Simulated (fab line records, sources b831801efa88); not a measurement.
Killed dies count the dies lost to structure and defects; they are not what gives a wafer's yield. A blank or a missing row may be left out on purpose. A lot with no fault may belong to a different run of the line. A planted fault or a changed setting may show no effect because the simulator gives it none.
A struck lot beside a sound one || flow sky130 || 34 out of 708 route steps
Sound: these wafers, L358.3, L358.4, L358.5. Wafers struck: L366.1, L366.2, L366.3. The cause comes at the end.
Order at every step that has rows: each side's tool, ch and its chambers, its first start. Under that, the readings that differ: sound wafers || struck wafers || difference of the means || sigmas: that difference in standard deviations of wafers without a fault.
alike: readings with means less than 2 such deviations apart, plus words and numbers identical on both sides. not compared: withheld readings, readings lacking a value on some wafer, bounds such as >300 that could conceal the same value, and numbers that have no deviation in the record and whose values overlap.
The two part at a step that has a row with sigmas, a row that says differs or no value, or rows on one side only. Numbers that don't overlap but have no deviation are shown without sigmas and don't part them. Lack of a reading on every wafer of one side parts them only where that side has two or more wafers.

first, 10 steps without rows for these wafers: SKY_LOCAL_INTERCONNECT_COAT_06 (resist thk 450 nm); SKY_LOCAL_INTERCONNECT_SOFTBAKE_07 (time 90 s); SKY_LOCAL_INTERCONNECT_EXPOSE_08 (exposes mask LI1M, target cd 170 nm); SKY_LOCAL_INTERCONNECT_PEB_09; SKY_LOCAL_INTERCONNECT_DEVELOP_10 (develop time 60 s); SKY_LOCAL_INTERCONNECT_ETCH_13 (etches BARC in N2/H2, stops on SiO2, time 45.9 s, target depth 60 nm); SKY_LOCAL_INTERCONNECT_METAL_ETCH_14 (etches TiN in Cl2/BCl3, stops on PSG, target depth 110 nm, time 31.4 s); SKY_LOCAL_INTERCONNECT_STRIP_15 (strips in O2/N2); SKY_LOCAL_INTERCONNECT_STRIP_16 (strips in post etch residue remover, time 1200 s); SKY_LOCAL_INTERCONNECT_CLEAN_17 (cleans in IPA, time 180 s).
SKY_LOCAL_INTERCONNECT_CLEAN_18: cleans in O3/DIW.
  sound on wetBench-04 ch 0, day 32 22:07; struck on wetBench-02 ch 3, day 35 03:13
then, 22 steps without rows for these wafers: SKY_CONTACT_CVD_00 (deposits Si3N4, target thk 75 nm); SKY_CONTACT_HDPCVD_02 (deposits SiO2, target thk 565 nm, time 94.2 s); SKY_CONTACT_CMP_04 (polishes SiO2); SKY_CONTACT_DEHYDRATE_06 (time 60 s); SKY_CONTACT_HMDS_07 (prime time 60 s); SKY_CONTACT_COAT_08 (resist thk 60 nm); SKY_CONTACT_COAT_09 (resist thk 450 nm); SKY_CONTACT_SOFTBAKE_10 (time 90 s); SKY_CONTACT_EXPOSE_11 (exposes mask CTM1, target cd 170 nm); SKY_CONTACT_PEB_12; SKY_CONTACT_DEVELOP_13 (develop time 60 s); SKY_CONTACT_ETCH_16 (etches BARC in N2/H2, stops on SiO2, time 45.9 s, target depth 60 nm); SKY_CONTACT_ETCH_17 (etches SiO2 in C4F8/O2/Ar, stops on Si3N4, target depth 340 nm); SKY_CONTACT_ETCH_18 (etches Si3N4 in CHF3/O2, stops on TiN, time 39 s, target depth 75 nm); SKY_CONTACT_STRIP_19 (strips in O2/N2); SKY_CONTACT_STRIP_20 (strips in post etch residue remover, time 1200 s); SKY_CONTACT_CLEAN_21 (cleans in IPA, time 180 s); SKY_CONTACT_CLEAN_22 (cleans in O3/DIW); SKY_CONTACT_SPUTTER_23 (material TiN, target thk 20 nm, time 80 s); SKY_CONTACT_CVD_24 (deposits W, target thk 340 nm, time 102.12 s); SKY_CONTACT_CMP_27 (polishes, stops on SiO2, t overpolish 15 s, target thk 0 nm); SKY_METAL1_SPUTTER_00 (material Ti, target thk 15 nm, time 10 s).
-- the record jumps here: 15 days lie between the struck wafers' starts before and after (it left off in module METAL1 and takes up again in module PAD_OPEN, whose first step shown is number 708 of the route) --
SKY_PAD_OPEN_PROBE_99:
  only the struck wafers here have rows in the record (prober-02, day 49 18:27); the sound ones have none

## WHERE THEY PART
At SKY_PAD_OPEN_PROBE_99 and nowhere else, as far as this record goes.

WHY: the cause the simulator had injected
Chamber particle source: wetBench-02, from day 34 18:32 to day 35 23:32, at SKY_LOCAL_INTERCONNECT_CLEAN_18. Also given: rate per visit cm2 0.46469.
